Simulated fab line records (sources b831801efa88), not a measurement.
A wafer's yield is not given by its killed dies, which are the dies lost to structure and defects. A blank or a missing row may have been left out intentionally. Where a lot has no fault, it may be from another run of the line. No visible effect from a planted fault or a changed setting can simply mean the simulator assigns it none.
Problem report in the 8D (eight disciplines) form, filled by code -- flow sky130 -- the parts of the form that need people (team, actions taken, sign-off) are left out

## 1. PROBLEM STATEMENT
Mean of oes_product_au at SKY_VIA1_ETCH_15: 0.834 a.u. across 4 wafers in 2 lots; on wafers with no fault it is 0.981 a.u. (standard deviation 0.0052). Relative to the usual mean, that is a shift of -28 standard deviations.
The step: etches SiO2 in C4F8/O2/Ar, stops on TiN, target depth 351 nm, time 54 s.
First observed at day 38 13:34: wafer L534.3, on rie_diel-04. The record holds 31 wafers of 11 lots with a number at this step. The rule behind "out" and "out of limits": a value lying over 4 standard deviations away from the usual mean. The other wafers with a number count as sound.

## 2. WHAT IT IS, WHAT IT ISN'T
question,is,is not
which readings at this step,oes_product_au,-
which lots,"L534, L535","L522, L523, L524, L525, L526, L536, L540, L544, L545"
which wafers of those lots,all that have a number,-
read on which tools,rie_diel-04,"rie_diel-01, rie_diel-02"
when,from day 38 13:34,"up to then (15 sound wafers); but 12 sound wafers of L536, L540, L544, L545 came after"

## 3. THE SUSPECTS, EACH WITH WHAT RULES IT OUT
Counting: a tool at a process step up to the reading stays a suspect if it ran every lot that is out and no sound lot after the first of them.
- rie_metal-02 at SKY_METAL1_ETCH_18 (etches BARC in N2/H2, stops on SiO2, time 45.9 s, target depth 60 nm): ruled out as a lasting fault. After its first lot that is out, L534 (day 37 10:25), sound lots L545 ran on it.
- cmp-02 at SKY_VIA1_CMP_02 (polishes SiO2): ruled out as a lasting fault. After its first lot that is out, L534 (day 37 11:20), sound lots L545 ran on it.
- rie_diel-04 at SKY_VIA1_ETCH_15 (etches SiO2 in C4F8/O2/Ar, stops on TiN, target depth 351 nm, time 54 s): kept. It ran every lot that is out, first L534 (day 38 13:34), and no sound lot after that; its last sound lot up to then is L522 (day 33 17:51). Its own oes_product_au readings are out on those wafers.
After counting, what remains is rie_diel-04 at SKY_VIA1_ETCH_15.

## 4. THE CAUSE (what the simulator had put in)
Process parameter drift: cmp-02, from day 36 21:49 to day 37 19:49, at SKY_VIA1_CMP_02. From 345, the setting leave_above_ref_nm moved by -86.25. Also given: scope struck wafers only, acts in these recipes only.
The count ruled it out by mistake, since the rule takes a fault to strike every lot its tool runs from the start of the fault on, and this one did not do so.

## 5. THE CHAIN OF EFFECTS, in route order
Rows list readings where the struck wafers' mean (over those with a number) sits beyond 3 standard deviations from the usual. Readings are gone through only where the record gives a usual standard deviation; hours: the median, over the lots, of the time from a lot's start at the first step in this table giving one to that lot's start at this step; sigmas: the change measured in usual standard deviations.
hours,step,reading,usual,on struck wafers,change,sigmas
0,SKY_VIA1_ETCH_15,oes_product_au,0.981 a.u.,0.834,-0.147,-28
Here are the process steps it includes:
- SKY_VIA1_ETCH_15: etches SiO2 in C4F8/O2/Ar, stops on TiN, target depth 351 nm, time 54 s.

## 6. WHAT WOULD HAVE CAUGHT IT SOONER
In this record the first reading out of limits was taken at day 38 13:34, 40 hours after the fault began at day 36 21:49.
Tool readings at SKY_VIA1_CMP_02 with a usual standard deviation given in the record: none out on any struck wafer, hence no alarm at a limit of 4 standard deviations on them.
